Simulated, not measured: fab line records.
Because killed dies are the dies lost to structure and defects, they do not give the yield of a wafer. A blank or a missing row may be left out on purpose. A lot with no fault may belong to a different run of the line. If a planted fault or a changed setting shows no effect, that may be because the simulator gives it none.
What tool caused it? + flow sky130 + 39 wafers from 13 lots sampled at 4 of the route's 708 steps

== WHAT EACH GAUGE READ, for each wafer ==
SKY_METAL1_OVL_MEAS_16.
| lot  | measured     | on         | METAL1_OVL (nm) |
|------|--------------|------------|-----------------|
| L916 | day 32 10:18 | overlay-02 | -4 -10 -10      |
| L917 | day 32 20:33 | overlay-02 | 3 -4 0          |
| L918 | day 34 03:52 | overlay-02 | -7 1 3          |
| L919 | day 34 06:40 | overlay-01 | -14 -2 -6       |
| L921 | day 34 08:01 | overlay-02 | -12 -12 -11     |
| L922 | day 34 15:46 | overlay-01 | 1 -6 9          |
| L923 | day 35 11:40 | overlay-01 | -5 -7 -2        |
| L932 | day 37 22:46 | overlay-02 | -6 -9 -2        |
| L933 | day 38 07:19 | overlay-02 | -12 -11 -17     |
| L935 | day 39 02:32 | overlay-01 | -16 -10 -11     |
| L937 | day 39 11:22 | overlay-01 | -6 -8 -8        |
| L939 | day 40 21:33 | overlay-02 | -4 -1 -4        |
| L938 | day 40 23:54 | overlay-01 | -7 -5 -5        |

SKY_CAPM_OVL_MEAS_12.
| lot  | measured     | on         | CAPM_OVL (nm)  |
|------|--------------|------------|----------------|
| L916 | day 37 01:22 | overlay-01 | -0.2 -1.5 0.2  |
| L917 | day 37 11:42 | overlay-01 | -1.5 0.5 -1.6  |
| L918 | day 38 17:38 | overlay-01 | 1.9 -0.5 0.5   |
| L919 | day 38 21:05 | overlay-01 | 0.5 -1.1 -0.8  |
| L921 | day 38 22:56 | overlay-02 | 1.6 -0.6 -1.3  |
| L922 | day 39 05:53 | overlay-02 | -2.1 0.4 1.5   |
| L923 | day 40 01:23 | overlay-02 | 1.7 2.7 2.2    |
| L932 | day 42 07:32 | overlay-01 | 1.1 -0.2 1.7   |
| L933 | day 42 14:39 | overlay-02 | -0.7 -0.4 -0.2 |
| L935 | day 43 09:36 | overlay-02 | 2.2 -1.1 -0.5  |
| L937 | day 43 15:17 | overlay-01 | 0.2 0.0 0.5    |
| L939 | day 44 22:32 | overlay-02 | 0.0 0.2 -0.2   |
| L938 | day 45 02:10 | overlay-02 | 0.2 -1.7 0.1   |

SKY_METAL3_CD_MEAS_13: the cd target is 300 nm.
| lot  | measured     | on       | cdNm (nm)         |
|------|--------------|----------|-------------------|
| L916 | day 38 04:41 | cdSem-01 | 300.4 301.0 301.0 |
| L917 | day 38 14:25 | cdSem-02 | 299.5 298.7 298.6 |
| L918 | day 39 19:03 | cdSem-02 | 296.4 297.3 297.2 |
| L919 | day 39 22:24 | cdSem-02 | 301.8 301.6 300.6 |
| L921 | day 40 00:15 | cdSem-02 | 299.4 298.9 300.0 |
| L922 | day 40 06:55 | cdSem-01 | 299.7 300.8 300.4 |
| L923 | day 41 02:17 | cdSem-01 | 298.9 300.4 298.9 |
| L932 | day 43 07:22 | cdSem-01 | 298.6 297.8 299.3 |
| L933 | day 43 13:37 | cdSem-02 | 298.4 300.0 299.1 |
| L935 | day 44 09:26 | cdSem-01 | 300.2 299.7 300.9 |
| L937 | day 44 14:55 | cdSem-02 | 297.0 297.2 297.9 |
| L939 | day 45 20:10 | cdSem-01 | 299.8 300.9 300.6 |
| L938 | day 46 00:05 | cdSem-02 | 300.3 299.6 301.2 |

== WHAT TOOL EACH LOT RAN ON (gives the tool, then ch and the chambers of the sampled wafers, and finally the start) ==
| lot  | SKY_METAL3_SPUTTER_01       |
|------|-----------------------------|
| L916 | pvdSputter-02, day 35 23:19 |
| L917 | pvdSputter-03, day 36 09:04 |
| L918 | pvdSputter-02, day 37 16:26 |
| L919 | pvdSputter-02, day 37 19:53 |
| L921 | pvdSputter-02, day 37 21:02 |
| L922 | pvdSputter-02, day 38 04:49 |
| L923 | pvdSputter-03, day 39 00:04 |
| L932 | pvdSputter-02, day 41 07:28 |
| L933 | pvdSputter-02, day 41 15:34 |
| L935 | pvdSputter-03, day 42 10:11 |
| L937 | pvdSputter-03, day 42 16:37 |
| L939 | pvdSputter-03, day 44 00:49 |
| L938 | pvdSputter-02, day 44 04:17 |
- SKY_METAL3_SPUTTER_01: material TiN, target thk 20 nm, time 16.7 s.

== WHAT THE TOOLS THEMSELVES READ (means of the sampled wafers that have a number; where no wafer has one, the mark that the record gives instead) ==
SKY_METAL3_SPUTTER_01.
| lot  | tool          | chamberPressurePa (Pa) | throttleValvePct (%) |
|------|---------------|------------------------|----------------------|
| L916 | pvdSputter-02 | 0.4000                 | 29.1                 |
| L917 | pvdSputter-03 | 0.4003                 | 29.8                 |
| L918 | pvdSputter-02 | 0.4000                 | 29.4                 |
| L919 | pvdSputter-02 | 0.3995                 | 29.6                 |
| L921 | pvdSputter-02 | 0.3995                 | 28.8                 |
| L922 | pvdSputter-02 | 0.3997                 | 28.7                 |
| L923 | pvdSputter-03 | 0.4000                 | 29.2                 |
| L932 | pvdSputter-02 | 0.4891                 | 27.5                 |
| L933 | pvdSputter-02 | 0.4875                 | 27.4                 |
| L935 | pvdSputter-03 | 0.4003                 | 29.4                 |
| L937 | pvdSputter-03 | 0.3998                 | 29.4                 |
| L939 | pvdSputter-03 | 0.4004                 | 29.4                 |
| L938 | pvdSputter-02 | 0.3996                 | 29.2                 |

== THE ANSWER, worked out from the rows above alone ==
Rule: the usual values come from the lots themselves. The widest of any qualifying gaps counts: lots, ordered by their means at a reading, are off when they make up no more than a third of the lots, leave a main group of 4 or more, and stand apart from it by 3 or more times the standard deviation of that group's means. Not used: any main group whose means are identical at the precision the tables above print for the reading. Also off: a lot with no number at a reading for which 4 or more lots have one. Where the step has rows for the other lots, those lots are counted as sound. The gauges are gone through in route order, then the tools' own readings, and for those a lot's mean is taken as printed above. At the first step where some lot is off, the reading lying furthest off is the one used; lots without a number count as furthest.
Off: L932, L933 (SKY_METAL3_SPUTTER_01, chamberPressurePa). The main group has a mean of 0.3999 Pa with a standard deviation of 0.00031.
If a tool, at that step or one of the process steps before it, ran each lot that is off and ran no sound lot following the first of them, it fits. Not one of the candidates tried fits.

== WHAT HAD BEEN PUT IN BY THE SIMULATOR ==
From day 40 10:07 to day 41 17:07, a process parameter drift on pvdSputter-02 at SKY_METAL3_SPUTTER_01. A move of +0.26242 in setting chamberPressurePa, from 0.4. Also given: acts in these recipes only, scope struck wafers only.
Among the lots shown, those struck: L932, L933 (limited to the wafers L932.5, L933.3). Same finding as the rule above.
